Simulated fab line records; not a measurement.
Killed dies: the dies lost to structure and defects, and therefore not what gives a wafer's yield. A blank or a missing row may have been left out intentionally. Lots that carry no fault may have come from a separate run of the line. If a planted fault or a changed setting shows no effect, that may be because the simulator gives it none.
fab line records ; flow gf180mcu
record lots=12; wafers=36; lastDay=34
route steps=602 shown CONTACT@287
lots with no fault: from the same line, run without faults
startH: start of the lot's first displayed wafer, in hours after the record's first day ; waitH: hours from the lot's prior step to this one ; " unchanged from the row above ; L1.1+2: a row that stands for several wafers ; - no value present, or no start provided ; * or withheld: withheld ; < > ~ a bound
route shown NAME@n: NAME is a module with steps in the file, n the number in the route of the first one ; usual: mean/standard deviation of fault-free wafers ; same: alike in all rows ; chamber/n: place in a boat ; sites: the reading at each site ; _std_site: standard deviation across them ; _edge_site: outer sites' mean less inner sites' ; radiusMm: how far each site lies from the wafer's centre ; mask NAME#n: copy n ; behind: tool/chamber where the wafer was last shaped ; hold: reason for holding the lot/hours on hold/outcome of the hold ; device: the n, p or np transistor that did not switch ; end of line: at the end of the route, the tests of the same wafers ; for a step that has no rows: nothing shown but its recipe ; killed: dies that structure and defects cost at the first sort, which is not the same as the wafer's yield ; map: the dies of a wafer, with x for killed, . for not killed, _ for no die there
set.NAME: the setting the step ran with; set.NAME@STEP: the setting that earlier step ran with ; model.NAME: the simulator's own value behind a step, which no gauge read
steps of the route over a sample of lots; a table a step, a row a wafer
services: from which hour (startH, from the record's first day; less than 0 if before it) a tool's chamber was out of use, for how many hours, and why
## steps
# step GF_CONTACT_CVD_00
# recipe material=SiO2; targetThkNm=300; sigmaOpenFrac=0.3; tempC=400; timeS=50; sih4FlowSccm=60; pressureMtorr=6
# usual sih4FlowSccm=60.01/0.17
# same timeS=50
lot.wafer;tool;chamber;startH;waitH;sih4FlowSccm
L667.2;hdpcvd-01;1;353.68;0.1;60.05
L667.3;hdpcvd-01;0;353.68;0.1;60.27
L667.5;hdpcvd-01;1;353.68;0.1;60.03
L668.1;hdpcvd-01;2;366.72;0.2;60.08
L668.3;hdpcvd-01;1;366.72;0.2;60.05
L668.5;hdpcvd-01;2;366.72;0.2;59.96
L669.1;hdpcvd-02;0;380.39;0.1;60.05
L669.5;hdpcvd-02;0;380.39;0.1;60.27
L669.6;hdpcvd-02;1;380.39;0.1;59.90
L670.2;hdpcvd-01;2;382.51;0.1;60.22
L670.3;hdpcvd-01;0;382.51;0.1;59.94
L670.5;hdpcvd-01;1;382.51;0.1;60.05
L673.1;hdpcvd-01;1;412.11;0.1;60.11
L673.2;hdpcvd-01;0;412.11;0.1;60.09
L673.5;hdpcvd-01;1;412.11;0.1;60.09
L674.1;hdpcvd-01;1;413.81;0.1;89.93
L674.4;hdpcvd-01;0;413.81;0.1;89.82
L674.5;hdpcvd-01;2;413.81;0.1;90.03
L677.2;hdpcvd-01;1;442.13;0.1;90.05
L677.3;hdpcvd-01;0;442.13;0.1;90.04
L677.4;hdpcvd-01;1;442.13;0.1;90.20
L681.3;hdpcvd-02;0;481.05;0.1;60.13
L681.4;hdpcvd-02;2;481.05;0.1;59.84
L681.5;hdpcvd-02;0;481.05;0.1;59.98
L683.2;hdpcvd-02;2;499.26;0.1;59.81
L683.4;hdpcvd-02;2;499.26;0.1;60.06
L683.6;hdpcvd-02;0;499.26;0.1;59.75
L684.1;hdpcvd-02;1;507.39;0.1;59.72
L684.2;hdpcvd-02;0;507.39;0.1;60.18
L684.6;hdpcvd-02;2;507.39;0.1;60.26
L685.1;hdpcvd-02;0;518.70;0.1;60.07
L685.2;hdpcvd-02;2;518.70;0.1;59.84
L685.6;hdpcvd-02;0;518.70;0.1;60.06
L686.2;hdpcvd-01;2;530.69;0.1;60.10
L686.5;hdpcvd-01;0;530.69;0.1;59.72
L686.6;hdpcvd-01;2;530.69;0.1;59.69
# step GF_CONTACT_THK_MEAS_01
# recipe reads=SiO2_of_CONTACT_CVD_00
# usual CONTACT_CVD_00_THK=301/3.1
lot.wafer;tool;chamber;startH;waitH;CONTACT_CVD_00_THK[nm]
L667.2;filmMetro-01;-;353.74;0.0;299
L667.3;filmMetro-01;-;353.74;0.0;302
L667.5;filmMetro-01;-;353.74;0.0;299
L668.1;filmMetro-02;-;366.76;0.0;298
L668.3;filmMetro-02;-;366.76;0.0;302
L668.5;filmMetro-02;-;366.76;0.0;299
L669.1;filmMetro-01;-;380.44;0.0;300
L669.5;filmMetro-01;-;380.44;0.0;299
L669.6;filmMetro-01;-;380.44;0.0;301
L670.2;filmMetro-04;-;382.57;0.0;303
L670.3;filmMetro-04;-;382.57;0.0;301
L670.5;filmMetro-04;-;382.57;0.0;303
L673.1;filmMetro-02;-;412.15;0.0;297
L673.2;filmMetro-02;-;412.15;0.0;302
L673.5;filmMetro-02;-;412.15;0.0;302
L674.1;filmMetro-01;-;413.85;0.0;454
L674.4;filmMetro-01;-;413.85;0.0;455
L674.5;filmMetro-01;-;413.85;0.0;447
L677.2;filmMetro-04;-;442.19;0.0;452
L677.3;filmMetro-04;-;442.19;0.0;454
L677.4;filmMetro-04;-;442.19;0.0;448
L681.3;filmMetro-04;-;481.12;0.0;299
L681.4;filmMetro-04;-;481.12;0.0;301
L681.5;filmMetro-04;-;481.12;0.0;300
L683.2;filmMetro-02;-;499.31;0.0;301
L683.4;filmMetro-02;-;499.31;0.0;303
L683.6;filmMetro-02;-;499.31;0.0;300
L684.1;filmMetro-02;-;507.43;0.0;301
L684.2;filmMetro-02;-;507.43;0.0;303
L684.6;filmMetro-02;-;507.43;0.0;302
L685.1;filmMetro-02;-;518.74;0.0;305
L685.2;filmMetro-02;-;518.74;0.0;299
L685.6;filmMetro-02;-;518.74;0.0;304
L686.2;filmMetro-01;-;530.75;0.0;302
L686.5;filmMetro-01;-;530.75;0.0;305
L686.6;filmMetro-01;-;530.75;0.0;300
# step GF_CONTACT_BOW_MEAS_05
# recipe mode=bow
# usual CONTACT_BOW=65/6.8
lot.wafer;tool;chamber;startH;waitH;CONTACT_BOW[um]
L667.2;filmMetro-01;-;354.24;0.3;66
L667.3;filmMetro-01;-;354.24;0.3;56
L667.5;filmMetro-01;-;354.24;0.3;76
L668.1;filmMetro-01;-;367.25;0.2;64
L668.3;filmMetro-01;-;367.25;0.2;74
L668.5;filmMetro-01;-;367.25;0.2;59
L669.1;filmMetro-01;-;380.93;0.1;77
L669.5;filmMetro-01;-;380.93;0.1;78
L669.6;filmMetro-01;-;380.93;0.1;62
L670.2;filmMetro-01;-;383.08;0.3;67
L670.3;filmMetro-01;-;383.08;0.3;67
L670.5;filmMetro-01;-;383.08;0.3;69
L673.1;filmMetro-01;-;412.64;0.2;71
L673.2;filmMetro-01;-;412.64;0.2;73
L673.5;filmMetro-01;-;412.64;0.2;66
L674.1;filmMetro-01;-;414.34;0.1;66
L674.4;filmMetro-01;-;414.34;0.1;70
L674.5;filmMetro-01;-;414.34;0.1;84
L677.2;filmMetro-02;-;442.69;0.2;70
L677.3;filmMetro-02;-;442.69;0.2;83
L677.4;filmMetro-02;-;442.69;0.2;66
L681.3;filmMetro-01;-;481.63;0.2;66
L681.4;filmMetro-01;-;481.63;0.2;57
L681.5;filmMetro-01;-;481.63;0.2;64
L683.2;filmMetro-02;-;499.81;0.2;55
L683.4;filmMetro-02;-;499.81;0.2;67
L683.6;filmMetro-02;-;499.81;0.2;65
L684.1;filmMetro-04;-;507.92;0.2;47
L684.2;filmMetro-04;-;507.92;0.2;63
L684.6;filmMetro-04;-;507.92;0.2;50
L685.1;filmMetro-02;-;519.23;0.1;58
L685.2;filmMetro-02;-;519.23;0.1;61
L685.6;filmMetro-02;-;519.23;0.1;63
L686.2;filmMetro-02;-;531.25;0.1;63
L686.5;filmMetro-02;-;531.25;0.1;69
L686.6;filmMetro-02;-;531.25;0.1;60
# step GF_CONTACT_OVL_MEAS_15
# usual CONTACT_OVL=2/6
lot.wafer;tool;chamber;startH;waitH;CONTACT_OVL[nm]
L667.2;overlay-01;-;376.84;0.1;-4
L667.3;overlay-01;-;376.84;0.1;5
L667.5;overlay-01;-;376.84;0.1;2
L668.1;overlay-01;-;390.75;0.1;-2
L668.3;overlay-01;-;390.75;0.1;1
L668.5;overlay-01;-;390.75;0.1;4
L669.1;overlay-02;-;404.58;0.1;3
L669.5;overlay-02;-;404.58;0.1;-6
L669.6;overlay-02;-;404.58;0.1;3
L670.2;overlay-02;-;406.26;0.1;-1
L670.3;overlay-02;-;406.26;0.1;5
L670.5;overlay-02;-;406.26;0.1;6
L673.1;overlay-02;-;437.20;0.1;4
L673.2;overlay-02;-;437.20;0.1;2
L673.5;overlay-02;-;437.20;0.1;-4
L674.1;overlay-02;-;439.36;0.1;8
L674.4;overlay-02;-;439.36;0.1;5
L674.5;overlay-02;-;439.36;0.1;9
L677.2;overlay-01;-;467.26;0.1;5
L677.3;overlay-01;-;467.26;0.1;15
L677.4;overlay-01;-;467.26;0.1;6
L681.3;overlay-02;-;506.27;0.1;1
L681.4;overlay-02;-;506.27;0.1;5
L681.5;overlay-02;-;506.27;0.1;-2
L683.2;overlay-02;-;523.24;0.1;0
L683.4;overlay-02;-;523.24;0.1;0
L683.6;overlay-02;-;523.24;0.1;0
L684.1;overlay-01;-;531.50;0.1;3
L684.2;overlay-01;-;531.50;0.1;11
L684.6;overlay-01;-;531.50;0.1;13
L685.1;overlay-01;-;542.21;0.1;-13
L685.2;overlay-01;-;542.21;0.1;-12
L685.6;overlay-01;-;542.21;0.1;-12
L686.2;overlay-01;-;554.44;0.1;6
L686.5;overlay-01;-;554.44;0.1;-1
L686.6;overlay-01;-;554.44;0.1;3
# step GF_CONTACT_ETCH_16
# recipe chemistry=N2/H2; targetDepthA=withheld; overetchA=withheld; timeS=withheld; target=BARC; ionEnergyEv=200; sourceW=500; biasW=100; pressureMtorr=30; n2FlowSccm=100; h2FlowSccm=200
# usual biasW=99.98/0.29; drypumpMotorCurrentA=5.5/0.59; oesProductAu=0.854/0.0049; throttleValvePct=13.224/0.0097
lot.wafer;tool;chamber;startH;waitH;biasW;drypumpMotorCurrentA;oesProductAu;throttleValvePct
L667.2;rieDiel-01;2;376.87;0.0;100.07;5.4;0.856;13.209
L667.3;rieDiel-01;0;376.87;0.0;100.09;5.5;0.851;13.222
L667.5;rieDiel-01;1;376.87;0.0;99.59;6.5;0.867;13.212
L668.1;rieDiel-03;2;390.79;0.0;100.00;4.8;0.850;13.222
L668.3;rieDiel-03;0;390.79;0.0;99.39;6.4;0.848;13.208
L668.5;rieDiel-03;3;390.79;0.0;100.28;5.5;0.854;13.233
L669.1;rieDiel-03;0;404.62;0.0;99.96;6.5;0.855;13.211
L669.5;rieDiel-03;1;404.62;0.0;100.12;5.8;0.849;13.232
L669.6;rieDiel-03;0;404.62;0.0;99.77;6.5;0.851;13.238
L670.2;rieDiel-03;1;406.29;0.0;99.72;5.8;0.848;13.239
L670.3;rieDiel-03;2;406.29;0.0;100.00;4.8;0.852;13.227
L670.5;rieDiel-03;1;406.29;0.0;99.69;5.8;0.861;13.257
L673.1;rieDiel-02;2;437.24;0.0;99.95;5.0;0.853;13.220
L673.2;rieDiel-02;3;437.24;0.0;100.54;5.5;0.852;13.238
L673.5;rieDiel-02;1;437.24;0.0;99.74;4.7;0.862;13.228
L674.1;rieDiel-02;3;439.39;0.0;99.88;5.5;0.853;13.221
L674.4;rieDiel-02;0;439.39;0.0;99.89;5.7;0.857;13.209
L674.5;rieDiel-02;2;439.39;0.0;99.99;5.0;0.859;13.236
L677.2;rieDiel-03;2;467.29;0.0;100.02;4.8;0.851;13.222
L677.3;rieDiel-03;3;467.29;0.0;100.04;5.6;0.849;13.222
L677.4;rieDiel-03;0;467.29;0.0;99.55;6.5;0.860;13.234
L681.3;rieDiel-03;1;506.29;0.0;99.91;5.8;0.857;13.225
L681.4;rieDiel-03;1;506.29;0.0;100.12;5.8;0.850;13.218
L681.5;rieDiel-03;2;506.29;0.0;99.97;4.8;0.852;13.227
L683.2;rieDiel-02;1;523.27;0.0;100.06;4.7;0.857;13.225
L683.4;rieDiel-02;0;523.27;0.0;100.04;5.7;0.848;13.223
L683.6;rieDiel-02;2;523.27;0.0;99.61;5.0;0.858;13.233
L684.1;rieDiel-01;1;531.54;0.0;99.76;6.5;0.846;13.228
L684.2;rieDiel-01;3;531.54;0.0;99.98;5.1;0.856;13.221
L684.6;rieDiel-01;0;531.54;0.0;100.04;5.5;0.854;13.217
L685.1;rieDiel-01;0;542.24;0.0;99.72;5.5;0.861;13.231
L685.2;rieDiel-01;3;542.24;0.0;99.58;5.1;0.854;13.230
L685.6;rieDiel-01;2;542.24;0.0;100.03;5.5;0.854;13.242
L686.2;rieDiel-01;1;554.47;0.0;100.23;6.5;0.850;13.237
L686.5;rieDiel-01;1;554.47;0.0;100.33;6.5;0.852;13.209
L686.6;rieDiel-01;2;554.47;0.0;100.22;5.4;0.849;13.218
# step GF_CONTACT_ETCH_17
# recipe chemistry=C4F8/O2/Ar; maskMaterial=KrF; target=SiO2; stopOn=CoSi2; sourceW=1500; biasW=1200; pressureMtorr=40; c4f8FlowSccm=withheld; O2_flow_sccm=6; Ar_flow_sccm=300; timeS=withheld; targetDepthA=8600
# usual biasW=1200/3.8; oesProductAu=0.816/0.0049
lot.wafer;tool;chamber;startH;waitH;biasW;oesProductAu
L667.2;rieDiel-01;2;-;-;1197;0.823
L667.3;rieDiel-01;0;-;-;1200;0.815
L667.5;rieDiel-01;1;-;-;1202;0.818
L668.1;rieDiel-03;2;-;-;1198;0.816
L668.3;rieDiel-03;0;-;-;1198;0.819
L668.5;rieDiel-03;3;-;-;1205;0.810
L669.1;rieDiel-03;0;-;-;1197;0.818
L669.5;rieDiel-03;1;-;-;1208;0.816
L669.6;rieDiel-03;0;-;-;1196;0.823
L670.2;rieDiel-03;1;-;-;1193;0.809
L670.3;rieDiel-03;2;-;-;1204;0.822
L670.5;rieDiel-03;1;-;-;1203;0.828
L673.1;rieDiel-02;2;-;-;1200;0.810
L673.2;rieDiel-02;3;-;-;1196;0.821
L673.5;rieDiel-02;1;-;-;1200;0.816
L674.1;rieDiel-02;3;-;-;1202;0.886
L674.4;rieDiel-02;0;-;-;1206;0.890
L674.5;rieDiel-02;2;-;-;1195;0.888
L677.2;rieDiel-03;2;-;-;1198;0.902
L677.3;rieDiel-03;3;-;-;1195;0.890
L677.4;rieDiel-03;0;-;-;1204;0.890
L681.3;rieDiel-03;1;-;-;1200;0.813
L681.4;rieDiel-03;1;-;-;1202;0.813
L681.5;rieDiel-03;2;-;-;1198;0.820
L683.2;rieDiel-02;1;-;-;1201;0.816
L683.4;rieDiel-02;0;-;-;1201;0.814
L683.6;rieDiel-02;2;-;-;1198;0.808
L684.1;rieDiel-01;1;-;-;1194;0.819
L684.2;rieDiel-01;3;-;-;1198;0.818
L684.6;rieDiel-01;0;-;-;1198;0.824
L685.1;rieDiel-01;0;-;-;1203;0.813
L685.2;rieDiel-01;3;-;-;1208;0.817
L685.6;rieDiel-01;2;-;-;1198;0.821
L686.2;rieDiel-01;1;-;-;1198;0.824
L686.5;rieDiel-01;1;-;-;1193;0.818
L686.6;rieDiel-01;2;-;-;1199;0.814
## services
tool;chamber;startH;hours;kind
hdpcvd-02;2;336.29;2.5;repair
rieDiel-02;-;341.99;1.9;repair
rieDiel-02;0;361.72;1.6;repair
hdpcvd-01;-;393.49;1.2;repair
rieDiel-03;3;403.59;-;clean
rieDiel-03;3;403.59;12.3;scheduledDown
rieDiel-03;3;403.59;12.3;ventCycle
rieDiel-01;-;405.39;2.8;pm
rieDiel-02;1;406.66;2.0;repair
rieDiel-02;0;417.42;5.1;repair
rieDiel-02;0;424.02;4.9;repair
rieDiel-03;2;439.34;9.5;repair
rieDiel-02;2;442.14;46.9;repair
rieDiel-03;0;442.87;5.2;repair
hdpcvd-02;-;449.50;2.4;repair
hdpcvd-01;-;452.86;6.3;repair
hdpcvd-02;1;459.12;8.6;repair
hdpcvd-01;2;463.02;4.1;repair
rieDiel-02;-;469.47;0.5;repair
rieDiel-03;2;477.31;11.1;repair
rieDiel-03;3;503.78;2.7;repair
hdpcvd-02;-;533.11;6.0;pm
hdpcvd-01;-;539.25;15.0;pm
hdpcvd-02;-;542.63;0.9;repair
## key
firstSign step=GF_CONTACT_CVD_00; reading=sih4FlowSccm; direction=up; sigmas=99+; usual=60.01; struck=90.01
effect step=GF_CONTACT_THK_MEAS_01; reading=CONTACT_CVD_00_THK; direction=up; sigmas=49; usual=301; struck=452
effect step=GF_CONTACT_ETCH_17; reading=oesProductAu; direction=up; sigmas=15; usual=0.816; struck=0.891
metAt GF_CONTACT_CVD_00
struckLots L674,L677
testerLeftOut L674,L677
notActingAt GF_CONTACT_BOW_MEAS_05,GF_CONTACT_OVL_MEAS_15,GF_CONTACT_ETCH_16
onsetBetween 412.11 413.81
fault kind=processParameterDrift; tool=hdpcvd-01; chamber=-; onsetH=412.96; steps=GF_CONTACT_CVD_00; channel=sih4FlowSccm; offset=30; shape=step; endH=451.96; actsIn=theseRecipesOnly; stated=60
# testerLeftOut: of these lots the tester's yield and bins aren't shown, on N5 and GAA mostly nor the transistor test; their killed dies are dies lost to structure and defects alone, not to doping, threshold or leakage, so they don't give the yield
